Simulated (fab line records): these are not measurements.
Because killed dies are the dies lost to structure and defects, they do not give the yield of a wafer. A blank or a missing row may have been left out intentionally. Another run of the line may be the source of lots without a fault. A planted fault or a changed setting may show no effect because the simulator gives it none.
Which tool did it? + flow sky130 + Sampling: 9 lots, 27 wafers, 5 of 708 route steps

== WHAT EACH GAUGE READ, for each wafer ==
SKY_VIA1_RS_MEAS_22: the measuring method here is four-point-probe.
| lot  | measured     | on            | VIA1_W_RS (ohm/sq) |
|------|--------------|---------------|--------------------|
| L947 | day 34 06:55 | film metro-02 | 0.424 0.428 0.427  |
| L953 | day 36 21:13 | film metro-01 | 0.419 0.428 0.421  |
| L957 | day 37 17:24 | film metro-01 | 0.363 0.371 0.364  |
| L958 | day 38 07:16 | film metro-02 | 0.433 0.427 0.430  |
| L959 | day 38 15:22 | film metro-01 | 0.368 0.368 0.366  |
| L964 | day 40 01:10 | film metro-01 | 0.435 0.431 0.428  |
| L968 | day 40 21:48 | film metro-02 | 0.427 0.429 0.430  |
| L969 | day 41 05:43 | film metro-03 | 0.435 0.425 0.428  |
| L970 | day 41 10:47 | film metro-01 | 0.424 0.431 0.426  |

SKY_VIA1_THK_MEAS_23: measures by xrf.
| lot  | measured     | on            | VIA1_W_THK (nm)   |
|------|--------------|---------------|-------------------|
| L947 | day 34 07:02 | film metro-02 | 271.5 266.9 270.1 |
| L953 | day 36 21:20 | film metro-01 | 270.8 265.2 269.1 |
| L957 | day 37 17:31 | film metro-01 | 310.9 306.0 309.7 |
| L958 | day 38 07:23 | film metro-02 | 266.6 270.4 267.4 |
| L959 | day 38 15:29 | film metro-01 | 310.2 309.5 311.7 |
| L964 | day 40 01:16 | film metro-01 | 261.2 265.1 267.1 |
| L968 | day 40 21:55 | film metro-02 | 270.7 268.9 267.4 |
| L969 | day 41 05:50 | film metro-03 | 264.2 269.9 269.7 |
| L970 | day 41 10:54 | film metro-01 | 269.2 264.7 269.0 |

== WHICH TOOL RAN EACH LOT (tool, then ch and the chambers of the sampled wafers, then the start) ==
| lot  | SKY_METAL1_METAL_ETCH_19          | SKY_VIA1_SPUTTER_20          | SKY_VIA1_CVD_21               |
|------|-----------------------------------|------------------------------|-------------------------------|
| L947 | rie metal-04 ch 0,1, day 33 02:54 | pvd sputter-03, day 34 06:45 | cvd w-01 ch 0,1, day 34 06:49 |
| L953 | rie metal-04 ch 0, day 35 17:00   | pvd sputter-01, day 36 21:03 | cvd w-02 ch 0,1, day 36 21:07 |
| L957 | rie metal-04 ch 0,1, day 36 13:09 | pvd sputter-01, day 37 17:15 | cvd w-02 ch 0,1, day 37 17:19 |
| L958 | rie metal-04 ch 0,1, day 37 03:16 | pvd sputter-01, day 38 07:07 | cvd w-01 ch 0,1, day 38 07:11 |
| L959 | rie metal-02 ch 0,1, day 37 11:31 | pvd sputter-01, day 38 15:13 | cvd w-02 ch 0,1, day 38 15:17 |
| L964 | rie metal-03 ch 0, day 38 21:22   | pvd sputter-03, day 40 00:59 | cvd w-01 ch 0,1, day 40 01:03 |
| L968 | rie metal-02 ch 0,1, day 39 19:16 | pvd sputter-04, day 40 21:38 | cvd w-02 ch 0,1, day 40 21:41 |
| L969 | rie metal-02 ch 0,1, day 40 03:33 | pvd sputter-01, day 41 05:32 | cvd w-02 ch 0,1, day 41 05:36 |
| L970 | rie metal-02 ch 0,1, day 40 08:42 | pvd sputter-03, day 41 10:38 | cvd w-02 ch 0,1, day 41 10:41 |
- SKY_METAL1_METAL_ETCH_19: etches the open film in Cl2/BCl3, stops on SiO2, target depth 360 nm, time 78 s.
- SKY_VIA1_SPUTTER_20: material TiN, target thk 20 nm, time 80 s.
- SKY_VIA1_CVD_21: deposits W, target thk 270 nm, time 80.902 s.

== AS READ BY THE TOOLS THEMSELVES (means over the sampled wafers that have a number; for cases with no such wafer, the mark the record gives instead) ==
SKY_METAL1_METAL_ETCH_19.
| lot  | tool         | bcl3 flow sccm (sccm) | chamber pressure mTorr (mTorr) | drypump motor current A (A) | oes product au (a.u.) | throttle valve pct (%) |
|------|--------------|-----------------------|--------------------------------|-----------------------------|-----------------------|------------------------|
| L947 | rie metal-04 | 30.03                 | 9.997                          | 5.4                         | 0.851                 | 22.258                 |
| L953 | rie metal-04 | 30.02                 | 10.000                         | 5.1                         | 0.852                 | 22.266                 |
| L957 | rie metal-04 | 30.00                 | 9.996                          | 5.4                         | 0.854                 | 22.265                 |
| L958 | rie metal-04 | 29.94                 | 10.004                         | 5.7                         | 0.850                 | 22.258                 |
| L959 | rie metal-02 | 30.03                 | 9.994                          | 5.3                         | 0.853                 | 22.273                 |
| L964 | rie metal-03 | 29.75                 | 9.995                          | 6.0                         | 0.849                 | 22.272                 |
| L968 | rie metal-02 | 30.05                 | 10.007                         | 5.3                         | 0.858                 | 22.259                 |
| L969 | rie metal-02 | 30.10                 | 9.994                          | 5.3                         | 0.858                 | 22.266                 |
| L970 | rie metal-02 | 29.99                 | 9.996                          | 5.9                         | 0.860                 | 22.270                 |

SKY_VIA1_SPUTTER_20.
| lot  | tool           | chamber pressure pa (Pa) | throttle valve pct (%) |
|------|----------------|--------------------------|------------------------|
| L947 | pvd sputter-03 | 4.999                    | 30.2                   |
| L953 | pvd sputter-01 | 5.001                    | 30.4                   |
| L957 | pvd sputter-01 | 4.995                    | 30.2                   |
| L958 | pvd sputter-01 | 4.998                    | 30.1                   |
| L959 | pvd sputter-01 | 5.003                    | 30.5                   |
| L964 | pvd sputter-03 | 5.008                    | 29.9                   |
| L968 | pvd sputter-04 | 5.011                    | 29.9                   |
| L969 | pvd sputter-01 | 4.999                    | 30.8                   |
| L970 | pvd sputter-03 | 4.999                    | 30.4                   |

SKY_VIA1_CVD_21.
| lot  | tool     | chamber pressure Torr (Torr) | heater power w (W) |
|------|----------|------------------------------|--------------------|
| L947 | cvd w-01 | 39.94                        | 931                |
| L953 | cvd w-02 | 39.92                        | 821                |
| L957 | cvd w-02 | 53.17                        | 850                |
| L958 | cvd w-01 | 39.95                        | 927                |
| L959 | cvd w-02 | 53.24                        | 814                |
| L964 | cvd w-01 | 40.00                        | 898                |
| L968 | cvd w-02 | 40.07                        | 806                |
| L969 | cvd w-02 | 40.05                        | 846                |
| L970 | cvd w-02 | 40.00                        | 816                |

== THE ANSWER, worked out from the rows above alone ==
Rule: what is usual is taken from the lots themselves. The widest of any qualifying gaps counts: lots, ordered by their means at a reading, are off when they make up no more than a third of the lots, leave a main group of 4 or more, and stand apart from it by 3 or more times the standard deviation of that group's means. The tables above print the reading to a certain number of digits; a main group whose means all agree to those digits is not used. A lot without any number at a reading at which 4 lots or more have one is off too. Where the step has rows for the other lots, those lots are counted as sound. Order of review: gauges by route order, followed by the tools' own readings, for which a lot's mean as printed above is used. The first step at which some lot is off is used, and at that step the reading that is off furthest; a lot without a number counts as furthest.
Off: L957, L959, at SKY_VIA1_RS_MEAS_22 (VIA1_W_RS). Main group: mean 0.428 ohm/sq, sd 0.0027.
A tool fits if, at a process step before that reading, it ran every lot that is off, and no sound lot after the first of them. The gauges at SKY_VIA1_RS_MEAS_22 aren't tried: what is off there is off at SKY_VIA1_CVD_21 too, on other tools, and a gauge's error can't cause that. Of those tried, none fits.

== WHAT THE SIMULATOR HAD PUT IN ==
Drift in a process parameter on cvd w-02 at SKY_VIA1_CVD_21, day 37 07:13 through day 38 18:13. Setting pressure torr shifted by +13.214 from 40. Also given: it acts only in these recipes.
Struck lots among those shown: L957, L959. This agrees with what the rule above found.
